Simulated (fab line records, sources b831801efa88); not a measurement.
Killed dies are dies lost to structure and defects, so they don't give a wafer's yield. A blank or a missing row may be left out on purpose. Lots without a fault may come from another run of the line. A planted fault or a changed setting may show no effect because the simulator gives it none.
Tool commonality check | flow sky130 | 12 lots, 36 wafers sampled

WHY IT WAS OPENED
At SKY_LDD_P_TW_MEAS_11 the reading LDD_P_TW is flagged on 2 of 12 lots. Wafers without a fault read 635, standard deviation 4.
Rule: a lot is flagged when every wafer of it that has a number lies more than 4 standard deviations from that mean, or none has a number. The other lots count as sound.

lot  | measured     | on            | LDD_P_TW, wafer by wafer | flag
L455 | day 19 10:41 | film_metro-01 | 646 642 643              |
L457 | day 20 01:41 | film_metro-01 | 637 637 642              |
L458 | day 20 03:20 | film_metro-01 | 639 635 638              |
L459 | day 20 15:20 | film_metro-03 | 635 642 638              |
L463 | day 22 12:56 | film_metro-02 | 632 631 633              |
L464 | day 22 17:24 | film_metro-01 | 640 640 637              |
L465 | day 22 23:46 | film_metro-02 | 635 634 631              |
L467 | day 23 14:01 | film_metro-01 | 632 634 636              |
L468 | day 24 01:24 | film_metro-02 | 576 576 579              | FLAGGED
L469 | day 24 15:12 | film_metro-01 | 635 636 631              |
L470 | day 24 18:34 | film_metro-02 | 582 582 580              | FLAGGED
L478 | day 27 07:19 | film_metro-02 | 627 630 628              |
The numbers of the flagged lots are 579 on average: -56 against the usual, or -14 standard deviations.

WHICH TOOL RAN EACH LOT
The record holds 1 process step before the reading, out of a route of 708 steps. In each cell: the tool, then ch and the chambers that the sampled wafers went through, then the start.
lot  | flag    | SKY_LDD_P_IMPLANT_09
L455 |         | implanter-01 ch 0, day 19 10:26
L457 |         | implanter-01 ch 0, day 20 01:28
L458 |         | implanter-02 ch 0, day 20 03:08
L459 |         | implanter-02 ch 0, day 20 15:07
L463 |         | implanter-02 ch 0, day 22 12:41
L464 |         | implanter-01 ch 0, day 22 17:09
L465 |         | implanter-04 ch 0, day 22 23:31
L467 |         | implanter-04 ch 0, day 23 13:47
L468 | FLAGGED | implanter-04 ch 0, day 24 01:09
L469 |         | implanter-01 ch 0, day 24 14:57
L470 | FLAGGED | implanter-04 ch 0, day 24 18:19
L478 |         | implanter-02 ch 0, day 27 07:04
What these steps do:
- SKY_LDD_P_IMPLANT_09
- SKY_LDD_P_TW_MEAS_11

FLAGGED OVER TOTAL, TOOL BY TOOL (the gauges that took the reading come last)
step                 | tool          | lots run | flagged | share of the flagged lots | sound lots run after its first flagged lot
SKY_LDD_P_IMPLANT_09 | implanter-01  | 4        | 0       | none                      | -
SKY_LDD_P_IMPLANT_09 | implanter-02  | 4        | 0       | none                      | -
SKY_LDD_P_IMPLANT_09 | implanter-04  | 4        | 2       | all                       | 0
SKY_LDD_P_TW_MEAS_11 | film_metro-01 | 6        | 0       | none                      | -
SKY_LDD_P_TW_MEAS_11 | film_metro-02 | 5        | 2       | all                       | 1 (L478)
SKY_LDD_P_TW_MEAS_11 | film_metro-03 | 1        | 0       | none                      | -

WHAT THE TABLE ALLOWS
2 rows of the table ran every flagged lot: implanter-04 at SKY_LDD_P_IMPLANT_09, film_metro-02 at SKY_LDD_P_TW_MEAS_11.
- implanter-04 at SKY_LDD_P_IMPLANT_09: 2 of its 4 lots flagged. Its last sound lot is L467 (day 23 13:47), its first flagged lot L468 (day 24 01:09): a fault that began between those two fits. Its own readings lie more than 4 standard deviations out on every wafer of the flagged lots: beam_on_s, faraday_current_uA.
- film_metro-02 at SKY_LDD_P_TW_MEAS_11: 2 of its 5 lots flagged. Sound lots ran on it after the first flagged one (L478), which a lasting fault on the whole tool wouldn't allow.
One tool is left: implanter-04 at SKY_LDD_P_IMPLANT_09.

WHAT THE SIMULATOR HAD PUT IN
Process parameter drift: implanter-04, from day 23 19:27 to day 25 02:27, at SKY_LDD_P_IMPLANT_09. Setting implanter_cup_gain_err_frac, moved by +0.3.
Lots struck among those shown: L468, L470. The rule above found the same.
